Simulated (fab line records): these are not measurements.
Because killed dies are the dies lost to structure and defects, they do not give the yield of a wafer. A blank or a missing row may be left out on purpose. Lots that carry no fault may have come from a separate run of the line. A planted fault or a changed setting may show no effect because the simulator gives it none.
fab line records	flow sfq-line
record: lots: 7	wafers: 19	last-day: 81
route steps=325 shown JJ@197 M5@198 A5B@209
lots with no fault: from the same line, run without faults
start-h: start of the lot's first displayed wafer, in hours after the record's first day	wait-h: time in hours since the lot's previous step	" repeats the value in the row above	L1.1+2: several wafers, shown together as one row	- no value present, or no start provided	* or withheld: withheld	< > ~ a bound
route shown NAME@n: names a module that has steps shown in the file, with the first one's number in the route	usual: mean/standard deviation taken from wafers without a fault	same: alike in all rows	chamber/n: place in a boat	sites: each site's reading	_std_site: standard deviation across them	_edge_site: mean of outer sites minus mean of inner sites	radius-mm: how far each site lies from the wafer's centre	mask NAME#n: copy n	behind: tool/chamber where the wafer was last shaped	hold: reason for holding the lot/hours on hold/outcome of the hold	device: names the non-switching transistor (n, p or np)	end of line: tests run on the same wafers once the route is complete	a step given without rows: its recipe and nothing more	killed: not the wafer's yield, but the dies lost to structure and defects at the first sort	map: a wafer's dies, marking killed ones x, the rest . and places with no die _
set.NAME: the setting that was run; set.NAME@STEP: the one run at that earlier step	model.NAME: the simulator's own value behind a step, which no gauge read
lots seen at some steps along the route; tables by step, rows by wafer
services: the hour from which a tool's chamber was out of use, counted from the record's first day as start-h (under 0 if before that day), plus the number of hours and why
== steps ==
step: SFQ_TRILAYER_JJ_CE_STRIP_SOLV_CLEAN_121
recipe: chemistry: NMP	temp-c: 70	time-s: 600
step: SFQ_TRILAYER_M5_LITHO_COAT_128
recipe: resist: BARC	spin-rpm: 3000	resist-thk-nm: 62
step: SFQ_TRILAYER_M5_LITHO_COAT_123
recipe: resist: KrF	spin-rpm: 3000	resist-thk-nm: 600
step: SFQ_TRILAYER_M5_LITHO_SOFTBAKE_127
recipe: temp-c: withheld	time-s: withheld	resist: KrF
step: SFQ_TRILAYER_M5_LITHO_EXPOSE_124
recipe: mask-id: M5	na: 0.6	source-shape: conventional	sigma-outer: 0.65	target-cd-nm: 700	dose-mj: 14.4
step: SFQ_TRILAYER_M5_LITHO_PEB_126
recipe: peb-temp-c: 115	peb-time-s: 60	resist: KrF
step: SFQ_TRILAYER_M5_LITHO_DEVELOP_125
recipe: time-s: 60	resist: KrF
step: SFQ_M5_OVL_MEAS_932
usual: M5_OVL: 1/3.7
lot.wafer	tool	chamber	start-h	wait-h	M5_OVL[nm]
L160.1	overlay-02	-	1394.97	0.1	1
L160.2	"	-	"	"	2
L160.5	"	-	"	"	0
L162.1	overlay-02	-	1402.17	0.1	6
L162.2	"	-	"	"	1
L166.1	overlay-01	-	1409.37	0.1	0
L166.2	"	-	"	"	4
L166.3	"	-	"	"	1
L167.2	overlay-01	-	1411.77	0.1	-2
L167.6	"	-	"	"	-2
L173.2	overlay-02	-	1483.77	0.1	7
L173.3	"	-	"	"	4
L173.4	"	-	"	"	10
L174.1	overlay-01	-	1517.37	0.1	-1
L174.2	"	-	"	"	2
L174.4	"	-	"	"	-1
L176.2	overlay-01	-	1537.77	0.1	1
L176.3	"	-	"	"	3
L176.4	"	-	"	"	8
step: SFQ_TRILAYER_M5_BARC_OPEN_METAL_ETCH_161
recipe: mask-material: PR	chemistry: O2	target-depth-nm: 125	target: BARC	icp-w: 600	bias-w: 80	pressure-mtorr: 10	time-s: 41.7
usual: drypump-motor-current-A: 5.5/0.48	oes-product-au: 0.685/0.0045
lot.wafer	tool	chamber	start-h	wait-h	drypump-motor-current-A	oes-product-au	rf-hours-counter-h
L160.1	rie-metal-03	1	1395.00	0.0	4.9	0.682	35
L160.2	"	0	"	"	6.1	0.676	11
L160.5	"	1	"	"	5.0	0.682	-
L162.1	rie-metal-01	1	1402.20	0.0	5.5	0.685	5
L162.2	"	0	"	"	6.0	0.687	58
L166.1	rie-metal-03	1	1409.40	0.0	4.9	0.685	38
L166.2	"	0	"	"	6.1	0.698	14
L166.3	"	0	"	"	6.0	0.683	-
L167.2	rie-metal-03	0	1411.80	0.0	6.1	0.684	15
L167.6	"	0	"	"	6.0	0.687	-
L173.2	rie-metal-01	0	1483.80	0.0	6.1	0.692	70
L173.3	"	0	"	"	6.1	0.682	-
L173.4	"	1	"	"	5.5	0.682	-
L174.1	rie-metal-01	1	1517.40	0.0	5.5	0.685	21
L174.2	"	0	"	"	6.1	0.690	74
L174.4	"	0	"	"	6.1	0.680	-
L176.2	rie-metal-03	0	1537.80	0.0	6.1	0.691	32
L176.3	"	1	"	"	4.9	0.691	-
L176.4	"	0	"	"	6.1	0.688	-
step: SFQ_TRILAYER_M5_ETCH_METAL_ETCH_126
recipe: target: Nb	stop-on: SiO2	mask-material: PR	over-etch-frac: 0.15	time-s: 203.2	chemistry: Cl2/BCl3	target-depth-nm: 265	icp-w: 600	bias-w: 80	pressure-mtorr: 10
usual: drypump-motor-current-A: 5.5/0.47	oes-product-au: 0.729/0.006
lot.wafer	tool	chamber	start-h	wait-h	drypump-motor-current-A	oes-product-au	rf-hours-counter-h
L160.1	rie-metal-03	1	1395.06	0.0	5.0	0.731	35
L160.2	"	0	"	"	6.0	0.730	11
L160.5	"	1	"	"	5.0	0.733	-
L162.1	rie-metal-01	1	1402.26	0.0	5.5	0.727	5
L162.2	"	0	"	"	6.1	0.714	58
L166.1	rie-metal-03	1	1409.46	0.0	5.0	0.725	38
L166.2	"	0	"	"	6.0	0.723	14
L166.3	"	0	"	"	6.0	0.729	-
L167.2	rie-metal-03	0	1411.86	0.0	6.0	0.718	15
L167.6	"	0	"	"	6.0	0.723	-
L173.2	rie-metal-01	0	1483.86	0.0	6.1	0.730	70
L173.3	"	0	"	"	6.1	0.729	-
L173.4	"	1	"	"	5.5	0.724	-
L174.1	rie-metal-01	1	1517.46	0.0	5.5	0.724	21
L174.2	"	0	"	"	6.1	0.727	74
L174.4	"	0	"	"	6.1	0.724	-
L176.2	rie-metal-03	0	1537.86	0.0	6.1	0.735	32
L176.3	"	1	"	"	5.0	0.733	-
L176.4	"	0	"	"	6.0	0.729	-
step: SFQ_TRILAYER_M5_STRIP_STRIP_127
recipe: gas: O2	power-w: 200	platen-temp-c: 40	overash-fraction: 0.65	chemistry: O2	pressure-mtorr: 50
usual: drypump-motor-current-A: 5.5/0.48	oes-product-au: 0.999/0.0085
lot.wafer	tool	chamber	start-h	wait-h	drypump-motor-current-A	oes-product-au	rf-hours-counter-h
L160.1	rie-metal-03	1	1395.26	0.1	5.0	0.988	35
L160.2	"	0	"	"	6.0	1.000	11
L160.5	"	1	"	"	5.0	0.996	-
L162.1	rie-metal-01	1	1402.46	0.1	5.5	0.978	5
L162.2	"	0	"	"	6.1	0.987	58
L166.1	rie-metal-03	1	1409.66	0.1	5.0	1.000	38
L166.2	"	0	"	"	6.1	1.001	14
L166.3	"	0	"	"	6.1	0.994	-
L167.2	rie-metal-03	0	1412.06	0.1	6.1	1.004	15
L167.6	"	0	"	"	6.0	0.988	-
L173.2	rie-metal-01	0	1484.06	0.1	6.1	1.003	71
L173.3	"	0	"	"	6.1	0.992	-
L173.4	"	1	"	"	5.5	0.992	-
L174.1	rie-metal-01	1	1517.66	0.1	5.5	0.975	21
L174.2	"	0	"	"	6.1	0.997	74
L174.4	"	0	"	"	6.1	0.998	-
L176.2	rie-metal-03	0	1538.06	0.1	6.0	1.007	32
L176.3	"	1	"	"	4.9	0.994	-
L176.4	"	0	"	"	6.1	0.993	-
step: SFQ_TRILAYER_M5_STRIP_SOLV_CLEAN_128
recipe: chemistry: NMP	temp-c: 70	time-s: 600
step: SFQ_TRILAYER_A5B_DEP_PECVD_129
recipe: material: SiO2	temp-c: 150	time-s: 133.33	pressure-torr: 2.4	rf-w: 183.3	precursor: SiH4/N2O	target-thk-nm: 600
usual: heater-power-w: 81/21	run-length-s: 161.3/0.57	susceptor-temp-C: 149.99/0.14	throttle-valve-pct: 25.2/1.5
lot.wafer	tool	chamber	start-h	wait-h	heater-power-w	run-length-s	susceptor-temp-C	throttle-valve-pct	model.SiO2_of_TRILAYER_A5B_DEP_PECVD_129.thk-nm
L160.1	pecvd-03	1	1396.03	0.0	73	161.1	149.89	26.5	590.1
L160.2	"	2	"	"	55	162.1	150.18	27.4	586.4
L160.5	"	1	"	"	77	161.3	149.96	26.3	601
L162.1	pecvd-03	2	1403.26	0.0	49	138.7	-	26.8	478.9
L162.2	"	0	"	"	93	138.0	-	25.4	487.6
L166.1	pecvd-03	2	1410.46	0.0	49	138.4	-	27.1	484.1
L166.2	"	0	"	"	100	137.6	-	25.0	488.6
L166.3	"	1	"	"	75	160.7	150.10	26.6	596.4
L167.2	pecvd-03	2	1412.86	0.0	55	137.6	-	26.9	488
L167.6	"	1	"	"	80	160.6	150.15	26.6	608.2
L173.2	pecvd-03	2	1484.85	0.0	49	162.1	149.99	27.2	598.6
L173.3	"	1	"	"	81	160.7	150.01	26.4	591.3
L173.4	"	1	"	"	80	161.2	150.22	26.3	606.3
L174.1	pecvd-01	1	1518.61	0.0	61	160.8	149.92	24.6	588.7
L174.2	"	2	"	"	113	161.9	150.06	23.7	587.3
L174.4	"	1	"	"	64	160.9	149.75	25.1	589.2
L176.2	pecvd-03	0	1538.83	0.0	94	161.4	149.84	25.2	597.1
L176.3	"	2	"	"	57	161.8	149.92	27.0	599
L176.4	"	1	"	"	81	161.5	150.24	26.5	602.7
step: SFQ_TRILAYER_A5B_CMP_CMP_130
recipe: stop-on: Nb	down-force-psi: 3	platen-rpm: 60	target-thk-nm: 340.7
usual: edge-zone-pressure-frac: 1.000/0.0055	head-pressure-psi: 3.000/0.0064	motor-current-A: 10.9/0.98
lot.wafer	tool	chamber	start-h	wait-h	edge-zone-pressure-frac	head-pressure-psi	motor-current-A
L160.1	cmp-01	3	1399.65	3.6	1.007	2.990	11.6
L160.2	"	1	1400.65	4.6	1.005	2.997	12.1
L160.5	"	3	1401.65	5.5	1.004	3.001	11.6
L162.2	cmp-01	2	1406.15	2.8	1.010	3.002	10.2
L162.1	"	3	"	"	0.999	3.000	11.6
L166.1	cmp-01	3	1417.15	6.6	0.999	2.999	11.6
L166.2	"	1	1418.15	7.6	0.999	3.001	12.5
L166.3	"	2	"	"	1.002	3.006	9.6
L167.2	cmp-01	1	1420.65	7.7	0.988	2.994	11.9
L167.6	"	1	1422.65	9.7	0.994	2.993	11.5
L173.3	cmp-01	1	1485.44	0.5	1.000	3.000	12.0
L173.2	"	2	"	"	1.002	2.991	9.8
L173.4	"	3	"	"	1.007	2.999	11.8
L174.2	cmp-01	0	1519.20	0.5	0.995	3.010	11.5
L174.4	"	1	"	"	1.002	3.014	12.1
L174.1	"	2	"	"	0.999	2.996	9.3
L176.2	cmp-01	2	1543.22	4.3	0.997	2.993	10.5
L176.3	"	0	1544.22	5.3	0.999	2.992	11.2
L176.4	"	1	"	"	1.002	2.994	12.1
== services ==
tool	chamber	start-h	hours	kind
pecvd-01	-	1393.75	3.1	repair
cmp-01	-	1438.84	4.0	pm
cmp-01	-	1442.84	-	consumable-replace:conditioner
cmp-01	-	1442.84	-	consumable-replace:pad
cmp-01	-	1460.23	1.7	repair
rie-metal-01	0	1473.61	1.1	repair
== key ==
first-sign: step: SFQ_TRILAYER_A5B_DEP_PECVD_129	reading: run-length-s	direction: down	sigmas: 41	usual: *	struck: *
effect none on later readings
model-effect: step: SFQ_TRILAYER_A5B_DEP_PECVD_129	value: SiO2_of_TRILAYER_A5B_DEP_PECVD_129.thk-nm	without: 592.3	struck: 485.5
met-at SFQ_TRILAYER_A5B_DEP_PECVD_129
struck-wafers L162.1,L162.2,L166.1,L166.2,L167.2
onset-between 1396.03 1403.26
fault: kind: process-parameter-drift	tool: pecvd-03	chamber: -	onset-h: 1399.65	steps: SFQ_TRILAYER_A5B_DEP_PECVD_129	channel: time-s	offset: *	shape: step	end-h: 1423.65	scope: struck-wafers-only	acts-in: *	stated: *
